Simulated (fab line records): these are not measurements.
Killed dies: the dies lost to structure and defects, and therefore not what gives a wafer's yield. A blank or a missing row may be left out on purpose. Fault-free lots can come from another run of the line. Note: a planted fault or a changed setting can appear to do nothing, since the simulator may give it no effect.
Struck lot and sound lot, side by side :: flow gf180mcu :: 44 steps out of a route of 602
Sound: these wafers, L833.1, L833.3, L833.6. Struck: wafers L839.1, L839.3, L839.6. Last of all comes the cause.
At each step with rows: each side's tool, then ch and its chambers, then its first start. Under that, the readings that differ: sound wafers :: struck wafers :: difference of the means :: sigmas: that difference in standard deviations of wafers without a fault.
alike: words and numbers the same on both sides, and readings whose means are apart by under 2 such deviations; not compared: readings that were withheld, readings missing a value for some wafer, numbers with overlapping values and no deviation given by the record, and bounds like >300 which may hide the same value.
The two part at a step that has a row with sigmas, a row that says differs or no value, or rows on one side only. When numbers do not overlap yet have no deviation, they are printed without sigmas and do not part them. A reading that every wafer of one side lacks parts them only if that side has two wafers or more.

first, 2 steps without rows for these wafers: GF_DNWELL_DEVELOP_06 (develop time 60 s); GF_DNWELL_IMPLANT_07.
GF_DNWELL_STRIP_08: strips in O2/N2.
  sound on plasma_asher-03 ch 0,1, day 4 03:13; struck on plasma_asher-04 ch 0, day 5 10:17
  alike: drypump_motor_current_A, heater_power_w, oes_product_au, strip_time_to_endpoint_s
  not compared: rf_hours_counter_h
GF_DNWELL_TW_MEAS_09:
  sound on film_metro-03, day 4 03:19; struck on film_metro-02, day 5 10:23
reading: DNWELL_TW
sound: 1371 1372 1373
struck: 1357 1351 1352
difference: -19
sigmas: -3
then, 7 steps without rows for these wafers: GF_NWELL_DEHYDRATE_00 (time 60 s); GF_NWELL_HMDS_01 (prime time 60 s); GF_NWELL_COAT_02 (resist thk 3000 nm); GF_NWELL_SOFTBAKE_03; GF_NWELL_EXPOSE_04 (exposes mask Nwell, target cd 860 nm); GF_NWELL_PEB_05; GF_NWELL_DEVELOP_06 (develop time 60 s).
GF_NWELL_OVL_MEAS_07:
  sound on overlay-01, day 4 17:05; struck on overlay-02, day 6 01:01
  alike: NWELL_OVL
GF_NWELL_IMPLANT_08:
  sound on implanter-04 ch 0, day 4 17:07; struck on implanter-04 ch 0, day 6 01:03
reading: dose_ions_cm2
sound: 1.5027e+13 1.5e+13 1.4998e+13
struck: 1.8059e+13 1.8058e+13 1.805e+13
difference: +3.0473e+12
sigmas: +99 or more

reading: faraday_current_uA
sound: 85.3 83.0 82.9
struck: 103.9 103.9 100.3
difference: +19.0
sigmas: +11
then, 1 step without rows for these wafers: GF_NWELL_IMPLANT_09.
GF_NWELL_STRIP_10: strips in O2/N2.
  sound on plasma_asher-01 ch 0,1, day 4 17:25; struck on plasma_asher-02 ch 0,1, day 6 01:21
  alike: drypump_motor_current_A, heater_power_w, oes_product_au, strip_time_to_endpoint_s
  not compared: rf_hours_counter_h
GF_NWELL_TW_MEAS_11:
  sound on film_metro-04, day 4 17:31; struck on film_metro-01, day 6 01:27
reading: NWELL_TW
sound: 1574 1573 1570
struck: 1645 1651 1647
difference: +75
sigmas: +4
then, 7 steps without rows for these wafers: GF_LVPWELL_DEHYDRATE_00 (time 60 s); GF_LVPWELL_HMDS_01 (prime time 60 s); GF_LVPWELL_COAT_02 (resist thk 3000 nm); GF_LVPWELL_SOFTBAKE_03; GF_LVPWELL_EXPOSE_04 (exposes mask LVPWELL, target cd 600 nm); GF_LVPWELL_PEB_05; GF_LVPWELL_DEVELOP_06 (develop time 60 s).
GF_LVPWELL_OVL_MEAS_07:
  sound on overlay-02, day 5 07:43; struck on overlay-02, day 6 16:49
  alike: LVPWELL_OVL
then, 2 steps without rows for these wafers: GF_LVPWELL_IMPLANT_08; GF_LVPWELL_IMPLANT_09.
GF_LVPWELL_STRIP_10: strips in O2/N2.
  sound on plasma_asher-02 ch 1, day 5 08:03; struck on plasma_asher-03 ch 0,1, day 6 17:09
  alike: drypump_motor_current_A, heater_power_w, oes_product_au, strip_time_to_endpoint_s
  not compared: rf_hours_counter_h
GF_LVPWELL_TW_MEAS_11:
  sound on film_metro-04, day 5 08:09; struck on film_metro-01, day 6 17:15
  alike: LVPWELL_TW
then, 7 steps without rows for these wafers: GF_MVSD_DEHYDRATE_00 (time 60 s); GF_MVSD_HMDS_01 (prime time 60 s); GF_MVSD_COAT_02 (resist thk 3000 nm); GF_MVSD_SOFTBAKE_03; GF_MVSD_EXPOSE_04 (exposes mask MVSD, target cd 1000 nm); GF_MVSD_PEB_05; GF_MVSD_DEVELOP_06 (develop time 60 s).
GF_MVSD_OVL_MEAS_07:
  sound on overlay-01, day 5 21:53; struck on overlay-01, day 7 08:14
  alike: MVSD_OVL
then, 2 steps without rows for these wafers: GF_MVSD_IMPLANT_08; GF_MVSD_IMPLANT_09.
GF_MVSD_STRIP_10: strips in O2/N2.
  sound on plasma_asher-01 ch 0,1, day 5 22:13; struck on plasma_asher-01 ch 0,1, day 7 08:34
  alike: drypump_motor_current_A, heater_power_w, oes_product_au, strip_time_to_endpoint_s
  not compared: rf_hours_counter_h
GF_MVSD_TW_MEAS_11:
  sound on film_metro-01, day 5 22:19; struck on film_metro-01, day 7 08:40
  alike: MVSD_TW
then, 2 steps without rows for these wafers: GF_MVPSD_DEHYDRATE_00 (time 60 s); GF_MVPSD_HMDS_01 (prime time 60 s).
-- the record jumps here: 4 days lie between the struck wafers' starts before and after --
GF_VT_IMPLANT_RS_MEAS_47: uses a four-point probe to measure.
  sound on film_metro-04, day 9 05:56; struck on film_metro-04, day 10 22:09
reading: NWELL_RS (ohm/sq)
sound: 489.0 490.1 489.5
struck: 442.3 441.8 441.4
difference: -47.7
sigmas: -32
GF_PASSIVATION_PROBE_99:
  sound wafers here have rows in the record (prober-02, day 30 20:01); struck ones have none

WHERE THEY PART
At GF_DNWELL_TW_MEAS_09 first; at GF_PASSIVATION_PROBE_99 last (within this record only).

WHY: what the simulator had put in
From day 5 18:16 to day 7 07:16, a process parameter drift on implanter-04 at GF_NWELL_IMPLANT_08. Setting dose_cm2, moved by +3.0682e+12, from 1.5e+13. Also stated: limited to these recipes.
